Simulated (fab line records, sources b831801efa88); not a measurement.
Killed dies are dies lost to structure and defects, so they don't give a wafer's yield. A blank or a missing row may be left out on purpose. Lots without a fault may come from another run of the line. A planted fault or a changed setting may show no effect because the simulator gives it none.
A struck lot beside a sound one | flow sky130 | 20 steps out of a route of 708
Sound: wafers L438.1, L438.4, L438.5. Struck: wafers L429.2, L429.4, L429.5. The cause comes at the end.
At each step with rows: each side's tool, then ch and its chambers, then its first start. Under that, the readings that differ: sound wafers | struck wafers | difference of the means | sigmas: that difference in standard deviations of wafers without a fault.
alike: readings whose means differ by less than 2 such deviations, and words and numbers that are the same on both sides. not compared: withheld readings, readings that some wafer has no value for, bounds like >300 that may hide the same value, and numbers for which the record gives no deviation and whose values overlap.
The two part at a step that has a row with sigmas, a row that says differs or no value, or rows on one side only. Numbers that don't overlap but have no deviation are shown without sigmas and don't part them. A reading that every wafer of one side lacks parts them only if that side has two wafers or more.

SKY_RES_XHIGH_STRIP_08: strips in O2/N2.
  sound on plasma_asher-04 ch 0,1, day 32 10:54; struck on plasma_asher-04 ch 0,1, day 29 11:51
  alike: chamber_pressure_mTorr, drypump_motor_current_A, o2_flow_sccm, oes_product_au, strip_time_to_endpoint_s
  not compared: rf_hours_counter_h
SKY_RES_XHIGH_TW_MEAS_09:
  sound on film_metro-04, day 32 11:00; struck on film_metro-04, day 29 11:58
  alike: RES_XHIGH_TW
then, 7 steps without rows for these wafers: SKY_SD_N_DEHYDRATE_00 (time 60 s); SKY_SD_N_HMDS_01 (prime time 60 s); SKY_SD_N_COAT_02 (resist thk 1140 nm); SKY_SD_N_SOFTBAKE_03 (time 60 s); SKY_SD_N_EXPOSE_04 (exposes mask NSDM, target cd 380 nm); SKY_SD_N_PEB_05; SKY_SD_N_DEVELOP_06 (develop time 60 s).
SKY_SD_N_CD_MEAS_07: target cd 380 nm.
  sound on cd_sem-01, day 33 13:16; struck on cd_sem-02, day 30 15:43
  alike: cd_nm
SKY_SD_N_OVL_MEAS_08:
  sound on overlay-02, day 33 13:23; struck on overlay-02, day 30 15:49
  alike: SD_N_OVL
then, 1 step without rows for these wafers: SKY_SD_N_IMPLANT_09.
SKY_SD_N_IMPLANT_10:
  sound on implanter-02 ch 0, day 33 13:34; struck on implanter-02 ch 0, day 30 16:20
  alike: faraday_current_uA
SKY_SD_N_STRIP_11: strips in O2/N2.
  sound on plasma_asher-03 ch 0,1, day 33 13:43; struck on plasma_asher-03 ch 1, day 30 16:28
  reading                      | sound             | struck            | difference | sigmas
  strip_time_to_endpoint_s (s) | 22.48 22.52 22.49 | 22.63 22.61 22.60 | +0.12      | +3
  alike: chamber_pressure_mTorr, drypump_motor_current_A, o2_flow_sccm, oes_product_au
  not compared: rf_hours_counter_h
SKY_SD_N_TW_MEAS_12:
  sound on film_metro-01, day 33 13:49; struck on film_metro-04, day 30 16:35
  alike: SD_N_TW
then, 1 step without rows for these wafers: SKY_SD_N_CLEAN_13 (cleans in SC1/SC2, time 150 s).
SKY_SD_N_RTA_14: time 2 s.
  sound on rtp_anneal-01 ch 0, day 33 13:56; struck on rtp_anneal-02 ch 0, day 30 16:41
  alike: lamp_power_pct, ramp_up_c_per_s, wafer_temp_C_max
SKY_SD_N_RS_MEAS_16: measures by four-point-probe.
  sound on film_metro-02, day 33 14:07; struck on film_metro-01, day 30 16:52
  reading          | sound             | struck            | difference | sigmas
  SD_N_RS (ohm/sq) | 68.48 68.56 68.69 | 65.67 65.78 65.92 | -2.79      | -16
SKY_SD_N_RS_MEAS_17: measures by four-point-probe.
  sound on film_metro-02, day 33 14:14; struck on film_metro-01, day 30 16:59
  alike: SD_P_RS
-- the record jumps here: 17 days lie between the struck wafers' starts before and after (it left off in module SD_N and takes up again in module PAD_OPEN, whose first step shown is number 708 of the route) --
SKY_PAD_OPEN_PROBE_99:
  sound on prober-01, day 49 19:32; struck on prober-02, day 47 14:22
  reading                                 | sound         | struck          | difference | sigmas
  model.etest.sonos_uncharged.r_on_ohm_um | 816.7 817 817 | 800.2 810.4 808 | -10.7      |
  not compared: model.etest.res_ndiff.line_ohm_um, model.etest.res_ndiff.rs_ohm_sq, model.etest.res_ndiff_hv.rs_ohm_sq

WHERE THEY PART
First at SKY_SD_N_STRIP_11; last, within this record, at SKY_SD_N_RS_MEAS_16. Later steps at which nothing parts them and some readings are alike: SKY_SD_N_RS_MEAS_17.

WHY: what the simulator had put in
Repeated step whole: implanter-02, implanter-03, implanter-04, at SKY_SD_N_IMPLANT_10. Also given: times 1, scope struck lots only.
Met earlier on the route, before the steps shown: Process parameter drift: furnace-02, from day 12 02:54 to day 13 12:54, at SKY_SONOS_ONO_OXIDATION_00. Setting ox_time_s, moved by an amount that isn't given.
